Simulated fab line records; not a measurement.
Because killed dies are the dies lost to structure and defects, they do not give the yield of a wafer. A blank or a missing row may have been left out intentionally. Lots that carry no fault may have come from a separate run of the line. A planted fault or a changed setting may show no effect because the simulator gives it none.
A lot that was struck, set against a sound lot / flow sky130 / 18 steps out of a route of 708
Sound: wafers L853.2, L853.4, L853.6. Struck: wafer L848.6 (left out: L848.5, a lot-mate that was not struck); the cause follows at the end.
Each step with rows lists, per side, the tool, then ch with its chambers, then its first start. Under that, the readings that differ: sound wafers / struck wafers / difference of the means / sigmas: that difference in standard deviations of wafers without a fault.
alike: readings with means less than 2 such deviations apart, plus words and numbers identical on both sides. not compared: withheld readings, readings lacking a value on some wafer, bounds such as >300 that could conceal the same value, and numbers that have no deviation in the record and whose values overlap.
Wherever a step has rows on one side only, a row that says differs or no value, or a row with sigmas, the two part there. Numbers that have no deviation but don't overlap get no sigmas and don't part them. Lack of a reading on every wafer of one side parts them only where that side has two or more wafers.

first, 5 steps without rows for these wafers: SKY_VIA4_COAT_06 (resist thk 1140 nm); SKY_VIA4_SOFTBAKE_07 (time 60 s); SKY_VIA4_EXPOSE_08 (exposes mask VIM4, target cd 800 nm); SKY_VIA4_PEB_09; SKY_VIA4_DEVELOP_10 (develop time 60 s).
SKY_VIA4_OVL_MEAS_11:
  sound: overlay-02 at day 46 10:22; struck: overlay-01 at day 44 19:22
  alike: VIA4_OVL
SKY_VIA4_ETCH_12: etches SiO2 in C4F8/O2/Ar, stops on TiN, target depth 580 nm.
  sound on rie_diel-03 ch 0,1,3, day 46 10:23; struck on rie_diel-02 ch 3, day 44 19:25
  alike: chamber_pressure_mTorr, oes_product_au
SKY_VIA4_STRIP_13: strips in O2/N2.
  sound on plasma_asher-03 ch 0,1, day 46 10:28; struck on plasma_asher-01 ch 0, day 44 19:31
  alike: chamber_pressure_mTorr, drypump_motor_current_A, oes_product_au, strip_time_to_endpoint_s
  not compared: rf_hours_counter_h
then, 3 steps without rows for these wafers: SKY_VIA4_STRIP_14 (strips in post etch residue remover, time 1200 s); SKY_VIA4_CLEAN_15 (cleans in IPA, time 180 s); SKY_VIA4_CLEAN_16 (cleans in O3/DIW).
SKY_VIA4_SPUTTER_17: material TiN, target thk 20 nm, time 80 s.
  sound: pvd_sputter-02 at day 46 11:04; struck: pvd_sputter-02 at day 44 20:05
  alike: throttle_valve_pct
SKY_VIA4_CVD_18: deposits W, target thk 505 nm, time 152.14 s.
  sound on cvd_w-01 ch 0,1, day 46 11:07; struck on cvd_w-02 ch 0, day 44 20:13
reading=heater_power_w (W); sound=1067 1058 920; struck=784; difference=-231; sigmas=-2
reading=model.W_of_VIA4_CVD_18.thk_nm (nm); sound=494.2 496.7 502.5; struck=705.9; difference=+208.1; sigmas=
  alike: heater_power_outer_w
SKY_VIA4_RS_MEAS_19: uses a four-point probe to measure.
  sound: film_metro-02 at day 46 11:17; struck: film_metro-01 at day 44 20:20
reading=VIA4_W_RS (ohm/sq); sound=0.2311 0.2305 0.2279; struck=0.1618; difference=-0.0680; sigmas=-30
SKY_VIA4_THK_MEAS_20: measures by xrf.
  sound: film_metro-02 at day 46 11:24; struck: film_metro-01 at day 44 20:25
reading=VIA4_W_THK (nm); sound=494 492 499; struck=714; difference=+219; sigmas=+29
SKY_VIA4_CMP_21: polishes, stops on SiO2, t overpolish 25 s, target thk 0 nm.
  sound on cmp-02 ch 0,2,3, day 46 11:32; struck on cmp-01 ch 2, day 44 20:38
reading=time_to_endpoint_s (s); sound=123 125 120; struck=177; difference=+54; sigmas=+12
  alike: motor_current_A, slurry_flow_ml_min
SKY_METAL5_SPUTTER_00: material Ti, target thk 15 nm, time 10 s.
  sound: pvd_sputter-04 at day 46 11:47; struck: pvd_sputter-01 at day 44 20:45
  alike: throttle_valve_pct
then, 1 step without rows for these wafers: SKY_PAD_OPEN_PROBE_99.

== WHERE THEY PART ==
Earliest at SKY_VIA4_CVD_18; latest, in this record, at SKY_VIA4_CMP_21. Later steps at which nothing parts them and some readings are alike: SKY_METAL5_SPUTTER_00.

WHY: whatever the simulator had introduced
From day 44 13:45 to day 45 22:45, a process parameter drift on cvd_w-02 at SKY_VIA4_CVD_18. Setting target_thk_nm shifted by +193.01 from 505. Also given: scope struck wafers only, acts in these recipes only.
